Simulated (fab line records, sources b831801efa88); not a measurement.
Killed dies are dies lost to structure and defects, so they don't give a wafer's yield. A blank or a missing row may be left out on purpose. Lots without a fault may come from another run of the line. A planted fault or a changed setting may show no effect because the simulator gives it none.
A struck lot beside a sound one | flow sky130 | 17 steps out of a route of 708
Sound: wafers L461.1, L461.4, L461.6. Struck: wafers L464.4, L464.6. (L464.1 of the same lot was not struck and is left out.) The cause comes at the end.
At each step with rows: each side's tool, then ch and its chambers, then its first start. Under that, the readings that differ: sound wafers | struck wafers | difference of the means | sigmas: that difference in standard deviations of wafers without a fault.
alike: readings whose means differ by less than 2 such deviations, and words and numbers that are the same on both sides. not compared: withheld readings, readings that some wafer has no value for, bounds like >300 that may hide the same value, and numbers for which the record gives no deviation and whose values overlap.
The two part at a step that has a row with sigmas, a row that says differs or no value, or rows on one side only. Numbers that don't overlap but have no deviation are shown without sigmas and don't part them. A reading that every wafer of one side lacks parts them only if that side has two wafers or more.

first, 5 steps without rows for these wafers: SKY_VIA4_COAT_06 (resist thk 1140 nm); SKY_VIA4_SOFTBAKE_07 (time 60 s); SKY_VIA4_EXPOSE_08 (exposes mask VIM4, target cd 800 nm); SKY_VIA4_PEB_09; SKY_VIA4_DEVELOP_10 (develop time 60 s).
SKY_VIA4_OVL_MEAS_11:
  sound on overlay-02, day 44 16:53; struck on overlay-02, day 45 08:34
  alike: VIA4_OVL
SKY_VIA4_ETCH_12: etches SiO2 in C4F8/O2/Ar, stops on TiN, target depth 580 nm.
  sound on rie_diel-02 ch 1,2,3, day 44 16:55; struck on rie_diel-01 ch 1,2, day 45 08:36
  alike: chamber_pressure_mTorr, oes_product_au
SKY_VIA4_STRIP_13: strips in O2/N2.
  sound on plasma_asher-03 ch 0,1, day 44 16:59; struck on plasma_asher-01 ch 0, day 45 08:40
  alike: chamber_pressure_mTorr, drypump_motor_current_A, oes_product_au, strip_time_to_endpoint_s
  not compared: rf_hours_counter_h
then, 3 steps without rows for these wafers: SKY_VIA4_STRIP_14 (strips in post etch residue remover, time 1200 s); SKY_VIA4_CLEAN_15 (cleans in IPA, time 180 s); SKY_VIA4_CLEAN_16 (cleans in O3/DIW).
SKY_VIA4_SPUTTER_17: material TiN, target thk 20 nm, time 80 s.
  sound on pvd_sputter-04, day 44 17:35; struck on pvd_sputter-02, day 45 09:18
  reading                | sound          | struck    | difference | sigmas
  throttle_valve_pct (%) | 30.0 30.7 31.1 | 28.8 29.1 | -1.6       | -2
SKY_VIA4_CVD_18: deposits W, target thk 505 nm, time 152.14 s.
  sound on cvd_w-02 ch 0,1, day 44 17:38; struck on cvd_w-02 ch 0, day 45 09:22
  reading                            | sound                | struck        | difference | sigmas
  susceptor_temp_C (C)               | 399.86 400.40 400.03 | 393.88 393.64 | -6.34      | -29
  model.W_of_VIA4_CVD_18.thk_nm (nm) | 507.7 498.2 510.7    | 451.9 453.5   | -52.8      |
  alike: heater_power_w
SKY_VIA4_RS_MEAS_19: measures by four-point-probe.
  sound on film_metro-02, day 44 17:47; struck on film_metro-03, day 45 09:31
  reading            | sound                | struck        | difference | sigmas
  VIA4_W_RS (ohm/sq) | 0.2256 0.2295 0.2244 | 0.2529 0.2518 | +0.0259    | +10
SKY_VIA4_THK_MEAS_20: measures by xrf.
  sound on film_metro-02, day 44 17:55; struck on film_metro-03, day 45 09:38
  reading         | sound       | struck  | difference | sigmas
  VIA4_W_THK (nm) | 512 504 512 | 449 450 | -60        | -8
SKY_VIA4_CMP_21: polishes, stops on SiO2, t overpolish 25 s, target thk 0 nm.
  sound on cmp-01 ch 1,3, day 44 18:30; struck on cmp-02 ch 0, day 45 09:41
  alike: motor_current_A, time_to_endpoint_s
SKY_METAL5_SPUTTER_00: material Ti, target thk 15 nm, time 10 s.
  sound on pvd_sputter-03, day 44 18:48; struck on pvd_sputter-03, day 45 09:59
  alike: throttle_valve_pct

WHERE THEY PART
First at SKY_VIA4_SPUTTER_17; last, within this record, at SKY_VIA4_THK_MEAS_20. Later steps at which nothing parts them and some readings are alike: SKY_VIA4_CMP_21, SKY_METAL5_SPUTTER_00.

WHY: what the simulator had put in
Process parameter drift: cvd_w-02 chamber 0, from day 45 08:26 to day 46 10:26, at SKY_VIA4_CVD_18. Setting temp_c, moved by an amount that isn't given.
